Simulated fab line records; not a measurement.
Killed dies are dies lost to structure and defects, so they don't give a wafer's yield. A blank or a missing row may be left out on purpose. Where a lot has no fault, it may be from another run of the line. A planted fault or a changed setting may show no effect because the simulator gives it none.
fab line records ; flow sfq_line
[record] lots = 6; wafers = 18; last_day = 92
route steps=325 shown I1@87 M2@88
lots that met no fault: taken from a fault-free run of the same line
start_h: start of the lot's first displayed wafer, in hours after the record's first day ; wait_h: how many hours have passed since the lot's step before this one ; " same as the row above ; L1.1+2: a row that stands for several wafers ; - no value present, or no start provided ; * or withheld: withheld ; < > ~ a bound
route shown NAME@n: NAME is a module with steps in the file, n the number in the route of the first one ; usual: mean and standard deviation over wafers with no fault ; same: alike in all rows ; chamber/n: place in a boat ; sites: each site's reading ; _std_site: the values' standard deviation ; _edge_site: outer sites' mean less inner sites' ; radius_mm: how far each site lies from the wafer's centre ; mask NAME#n: copy n ; behind: the most recent tool/chamber to have shaped the wafer ; hold: what put the lot on hold/how long, in hours/how the hold closed ; device: which transistor (n, p or np) failed to switch ; end of line: the same wafers' tests at the end of the route ; a step without rows: its recipe alone ; killed: not the wafer's yield, but the dies lost to structure and defects at the first sort ; map: the dies of a wafer, with x for killed, . for not killed, _ for no die there
set.NAME: setting as actually run; set.NAME@STEP: the setting as run at that earlier step ; model.NAME: the simulator's own value behind a step, which no gauge read
lots at selected steps of the route; one table per step, one row per wafer
services: the hour from which a tool's chamber was out of use, counted from the record's first day as start_h (under 0 if before that day), plus the number of hours and why
[[steps]]
[step SFQ_TRILAYER_I1_VIA_STRIP_SOLV_CLEAN_054]
[recipe] chemistry = NMP; temp_c = 70; time_s = 600
[step SFQ_TRILAYER_M2_DEP_PRE_CLEAN_056]
[recipe] gas = Ar; time_s = 22.5; bias_v = 250
[step SFQ_TRILAYER_M2_DEP_SPUTTER_055]
[recipe] material = Nb; base_pressure_pa = 1.33e-06; chamber_pressure_pa = 0.1333; substrate_temp_c = 20; resputter_cathode_voltage_v = 400; target_thk_nm = 200; power_w = 2000; time_s = 133.3
[usual] base_pressure_pa = 1.32e-06/1.1e-07; cathode_dc_power_W = 2000.0/0.36; resputter_cathode_voltage_v = 400/4; throttle_valve_pct = 29.6/0.57
lot.wafer;tool;chamber;start_h;wait_h;base_pressure_pa;cathode_dc_power_W;resputter_cathode_voltage_v;throttle_valve_pct
L961.1;pvd_sputter-03;-;713.18;0.0;1.55e-06;2000.4;397;30.7
L961.2;pvd_sputter-03;-;713.18;0.0;1.33e-06;2000.1;408;29.0
L961.5;pvd_sputter-03;-;713.18;0.0;1.49e-06;2000.2;405;29.1
L964.2;pvd_sputter-05;-;743.30;0.0;1.25e-06;2000.4;406;29.6
L964.4;pvd_sputter-05;-;743.30;0.0;1.31e-06;2000.0;396;28.6
L964.6;pvd_sputter-05;-;743.30;0.0;1.24e-06;2000.3;399;29.3
L969.1;pvd_sputter-05;-;782.05;0.0;1.07e-06;1999.7;404;28.8
L969.4;pvd_sputter-05;-;782.05;0.0;1.3e-06;1999.3;404;29.4
L969.5;pvd_sputter-05;-;782.05;0.0;1.39e-06;2000.2;397;29.2
L972.2;pvd_sputter-06;-;790.75;0.0;1.28e-06;1999.8;397;29.7
L972.4;pvd_sputter-06;-;790.75;0.0;1.37e-06;1999.3;395;30.0
L972.6;pvd_sputter-06;-;790.75;0.0;1.33e-06;2000.2;399;29.4
L975.2;pvd_sputter-03;-;795.38;0.0;1.29e-06;2000.4;399;29.2
L975.4;pvd_sputter-03;-;795.38;0.0;1.32e-06;1999.7;400;30.1
L975.5;pvd_sputter-03;-;795.38;0.0;1.29e-06;1999.7;401;29.7
L979.1;pvd_sputter-06;-;801.38;0.0;1.44e-06;2000.1;406;28.6
L979.5;pvd_sputter-06;-;801.38;0.0;1.27e-06;2000.7;394;29.5
L979.6;pvd_sputter-06;-;801.38;0.0;1.27e-06;1999.6;397;29.9
[step SFQ_M2_RS_MEAS_914]
[recipe] thk_meas_gauge = four-point-probe; reads = Nb_of_TRILAYER_M2_DEP_SPUTTER_055
[usual] M2_NB_RS = 0.889/0.012
lot.wafer;tool;chamber;start_h;wait_h;M2_NB_RS[ohm/sq]
L961.1;film_metro-02;-;713.27;0.0;0.871
L961.2;film_metro-02;-;713.27;0.0;0.886
L961.5;film_metro-02;-;713.27;0.0;0.874
L964.2;film_metro-03;-;743.42;0.1;0.876
L964.4;film_metro-03;-;743.42;0.1;0.882
L964.6;film_metro-03;-;743.42;0.1;0.870
L969.1;film_metro-01;-;782.15;0.0;0.905
L969.4;film_metro-01;-;782.15;0.0;0.888
L969.5;film_metro-01;-;782.15;0.0;0.895
L972.2;film_metro-03;-;790.87;0.1;0.897
L972.4;film_metro-03;-;790.87;0.1;0.895
L972.6;film_metro-03;-;790.87;0.1;0.893
L975.2;film_metro-02;-;795.49;0.1;0.881
L975.4;film_metro-02;-;795.49;0.1;0.883
L975.5;film_metro-02;-;795.49;0.1;0.882
L979.1;film_metro-02;-;801.47;0.0;0.909
L979.5;film_metro-02;-;801.47;0.0;0.894
L979.6;film_metro-02;-;801.47;0.0;0.888
[step SFQ_TRILAYER_M2_LITHO_COAT_062]
[recipe] resist = BARC; spin_rpm = 3000; resist_thk_nm = 62
[step SFQ_TRILAYER_M2_LITHO_COAT_057]
[recipe] resist = KrF; spin_rpm = 3000; resist_thk_nm = 600
[step SFQ_TRILAYER_M2_LITHO_SOFTBAKE_061]
[recipe] temp_c = withheld; time_s = withheld; resist = KrF
[step SFQ_TRILAYER_M2_LITHO_EXPOSE_058]
[recipe] mask_id = M2; na = 0.6; source_shape = conventional; sigma_outer = 0.65; target_cd_nm = 500; dose_mj = 14.4
[step SFQ_TRILAYER_M2_LITHO_PEB_060]
[recipe] peb_temp_c = 115; peb_time_s = 60; resist = KrF
[step SFQ_TRILAYER_M2_LITHO_DEVELOP_059]
[recipe] time_s = 60; resist = KrF
[step SFQ_M2_OVL_MEAS_916]
[usual] M2_OVL = -2/5.6
lot.wafer;tool;chamber;start_h;wait_h;M2_OVL[nm]
L961.1;overlay-02;-;866.61;0.1;-6
L961.2;overlay-02;-;866.61;0.1;-4
L961.5;overlay-02;-;866.61;0.1;-1
L964.2;overlay-01;-;894.22;0.1;-6
L964.4;overlay-01;-;894.22;0.1;-6
L964.6;overlay-01;-;894.22;0.1;-1
L969.1;overlay-01;-;933.23;0.1;4
L969.4;overlay-01;-;933.23;0.1;5
L969.5;overlay-01;-;933.23;0.1;9
L972.2;overlay-01;-;936.84;0.1;-5
L972.4;overlay-01;-;936.84;0.1;-4
L972.6;overlay-01;-;936.84;0.1;-1
L975.2;overlay-01;-;944.04;0.1;-9
L975.4;overlay-01;-;944.04;0.1;-10
L975.5;overlay-01;-;944.04;0.1;-14
L979.1;overlay-01;-;951.23;0.1;-13
L979.5;overlay-01;-;951.23;0.1;-5
L979.6;overlay-01;-;951.23;0.1;-13
[step SFQ_TRILAYER_M2_BARC_OPEN_METAL_ETCH_077]
[recipe] mask_material = PR; chemistry = O2; target_depth_nm = 125; target = BARC; icp_w = 600; bias_w = 80; pressure_mtorr = 10; time_s = 41.7
[usual] drypump_motor_current_A = 6.09/0.3; oes_product_au = 0.685/0.0049; rf_fwd_power_W = 594.8/2.4
lot.wafer;tool;chamber;start_h;wait_h;drypump_motor_current_A;oes_product_au;rf_fwd_power_W;rf_hours_counter_h;model.KrF_of_TRILAYER_M2_LITHO_COAT_057.thk_nm
L961.1;rie_metal-02;1;866.65;0.0;5.91;0.683;596.3;104;524.5
L961.2;rie_metal-02;1;866.65;0.0;5.92;0.680;597.1;-;524.4
L961.5;rie_metal-02;1;866.65;0.0;5.89;0.687;597.3;-;524.5
L964.2;rie_metal-03;1;894.25;0.0;5.73;0.678;591.3;121;522.6
L964.4;rie_metal-03;0;894.25;0.0;6.60;0.685;596.6;-;521.7
L964.6;rie_metal-03;1;894.25;0.0;5.74;0.683;593.6;-;524.5
L969.1;rie_metal-02;1;933.27;0.0;5.87;0.678;595.9;118;521.3
L969.4;rie_metal-02;1;933.27;0.0;5.93;0.688;596.5;-;522.8
L969.5;rie_metal-02;0;933.27;0.0;6.27;0.688;692.5;-;514.4
L972.2;rie_metal-02;0;936.87;0.0;6.25;0.693;693.2;11;513.6
L972.4;rie_metal-02;1;936.87;0.0;5.89;0.685;595.0;-;522.1
L972.6;rie_metal-02;1;936.87;0.0;5.89;0.687;595.7;-;522.8
L975.2;rie_metal-01;1;944.07;0.0;6.11;0.688;593.6;49;525.1
L975.4;rie_metal-01;1;944.07;0.0;6.08;0.685;590.2;-;522.8
L975.5;rie_metal-01;0;944.07;0.0;5.99;0.688;593.4;-;522.7
L979.1;rie_metal-03;0;951.27;0.0;6.57;0.684;594.0;142;524.5
L979.5;rie_metal-03;0;951.27;0.0;6.58;0.680;594.9;-;524.7
L979.6;rie_metal-03;1;951.27;0.0;5.73;0.679;592.7;-;523.7
[step SFQ_TRILAYER_M2_ETCH_METAL_ETCH_060]
[recipe] target = Nb; stop_on = SiO2; mask_material = PR; chemistry = Cl2/Ar; target_depth_nm = 240; icp_w = 600; bias_w = 80; pressure_mtorr = 10; time_s = 120
[usual] drypump_motor_current_A = 6.09/0.3; oes_product_au = 0.895/0.0085; rf_fwd_power_W = 597.3/2.1
lot.wafer;tool;chamber;start_h;wait_h;drypump_motor_current_A;oes_product_au;rf_fwd_power_W;rf_hours_counter_h;model.KrF_of_TRILAYER_M2_LITHO_COAT_057.thk_nm
L961.1;rie_metal-02;1;866.76;0.1;5.89;0.908;598.3;105;382.1
L961.2;rie_metal-02;1;866.76;0.1;5.88;0.895;597.7;-;382.6
L961.5;rie_metal-02;1;866.76;0.1;5.89;0.904;601.4;-;381.3
L964.2;rie_metal-03;1;894.30;0.0;5.75;0.904;597.6;122;382.8
L964.4;rie_metal-03;0;894.30;0.0;6.63;0.901;597.1;-;383.1
L964.6;rie_metal-03;1;894.30;0.0;5.73;0.902;598.6;-;385.2
L969.1;rie_metal-02;1;933.33;0.0;5.89;0.891;598.5;118;379.8
L969.4;rie_metal-02;1;933.33;0.0;5.88;0.900;598.3;-;382.6
L969.5;rie_metal-02;0;933.33;0.0;6.23;0.890;597.5;-;371.8
L972.2;rie_metal-02;0;936.93;0.0;6.25;0.890;598.1;11;370.8
L972.4;rie_metal-02;1;936.93;0.0;5.88;0.893;597.4;-;381
L972.6;rie_metal-02;1;936.93;0.0;5.93;0.896;599.6;-;382.4
L975.2;rie_metal-01;1;944.13;0.0;6.06;0.902;596.8;49;385.2
L975.4;rie_metal-01;1;944.13;0.0;6.08;0.905;596.4;-;383.9
L975.5;rie_metal-01;0;944.13;0.0;5.93;0.901;597.1;-;378.8
L979.1;rie_metal-03;0;951.33;0.0;6.61;0.886;598.2;142;384.5
L979.5;rie_metal-03;0;951.33;0.0;6.59;0.888;601.9;-;385.3
L979.6;rie_metal-03;1;951.33;0.0;5.74;0.896;599.6;-;382.7
[step SFQ_TRILAYER_M2_STRIP_STRIP_061]
[recipe] gas = O2; power_w = 200; platen_temp_c = 40; overash_fraction = 0.65; chemistry = O2; pressure_mtorr = 50
[usual] drypump_motor_current_A = 6.09/0.3; oes_product_au = 1.000/0.0097
lot.wafer;tool;chamber;start_h;wait_h;drypump_motor_current_A;oes_product_au;rf_hours_counter_h
L961.1;rie_metal-02;1;867.01;0.2;5.88;0.998;105
L961.2;rie_metal-02;1;867.01;0.2;5.88;1.005;-
L961.5;rie_metal-02;1;867.01;0.2;5.88;0.998;-
L964.2;rie_metal-03;1;894.43;0.1;5.73;1.006;122
L964.4;rie_metal-03;0;894.43;0.1;6.59;0.993;-
L964.6;rie_metal-03;1;894.43;0.1;5.73;0.991;-
L969.1;rie_metal-02;1;933.45;0.1;5.89;0.995;118
L969.4;rie_metal-02;1;933.45;0.1;5.91;1.011;-
L969.5;rie_metal-02;0;933.45;0.1;6.25;1.006;-
L972.2;rie_metal-02;0;937.05;0.1;6.24;1.017;12
L972.4;rie_metal-02;1;937.05;0.1;5.90;1.002;-
L972.6;rie_metal-02;1;937.05;0.1;5.86;1.003;-
L975.2;rie_metal-01;1;944.25;0.1;6.07;0.990;49
L975.4;rie_metal-01;1;944.25;0.1;6.06;0.996;-
L975.5;rie_metal-01;0;944.25;0.1;5.93;1.010;-
L979.1;rie_metal-03;0;951.45;0.1;6.62;0.983;142
L979.5;rie_metal-03;0;951.45;0.1;6.66;0.983;-
L979.6;rie_metal-03;1;951.45;0.1;5.71;0.996;-
[[services]]
tool;chamber;start_h;hours;kind
rie_metal-01;1;721.31;7.4;repair
pvd_sputter-06;-;721.54;3.2;repair
pvd_sputter-06;-;722.54;1.9;repair
pvd_sputter-05;-;738.34;2.2;repair
pvd_sputter-06;-;786.74;2.8;repair
pvd_sputter-03;-;789.10;1.3;repair
rie_metal-02;0;793.02;-;clean
rie_metal-02;0;793.02;22.6;scheduled_down
rie_metal-02;0;793.02;22.6;vent_cycle
rie_metal-01;-;806.23;1.0;repair
rie_metal-03;-;849.43;2.8;pm
rie_metal-02;-;856.69;1.8;repair
rie_metal-02;0;857.51;29.8;repair
pvd_sputter-05;-;878.87;7.2;repair
rie_metal-01;-;879.97;14.6;pm
rie_metal-02;0;904.56;2.7;repair
rie_metal-03;-;914.82;2.3;repair
pvd_sputter-03;-;922.14;1.5;repair
pvd_sputter-03;-;927.10;4.2;repair
pvd_sputter-03;3;937.21;-;consumable_replace:kit
pvd_sputter-03;3;937.21;18.0;scheduled_down
pvd_sputter-03;3;937.21;18.0;vent_cycle
[[key]]
[first_sign] step = SFQ_TRILAYER_M2_BARC_OPEN_METAL_ETCH_077; reading = rf_fwd_power_W; direction = up; sigmas = 41; usual = 594.8; struck = 692.9
effect none on later readings
[model_effect] step = SFQ_TRILAYER_M2_BARC_OPEN_METAL_ETCH_077; value = KrF_of_TRILAYER_M2_LITHO_COAT_057.thk_nm; without = 521.4; struck = 514
[model_effect] step = SFQ_TRILAYER_M2_ETCH_METAL_ETCH_060; value = KrF_of_TRILAYER_M2_LITHO_COAT_057.thk_nm; without = 378.8; struck = 371.3
met_at SFQ_TRILAYER_M2_BARC_OPEN_METAL_ETCH_077
struck_wafers L969.5,L972.2
[fault] kind = process_parameter_drift; tool = rie_metal-02; chamber = 0; onset_h = 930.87; steps = SFQ_TRILAYER_M2_BARC_OPEN_METAL_ETCH_077; channel = icp_w; offset = 96; shape = step; end_h = 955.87; acts_in = these_recipes_only; stated = 600
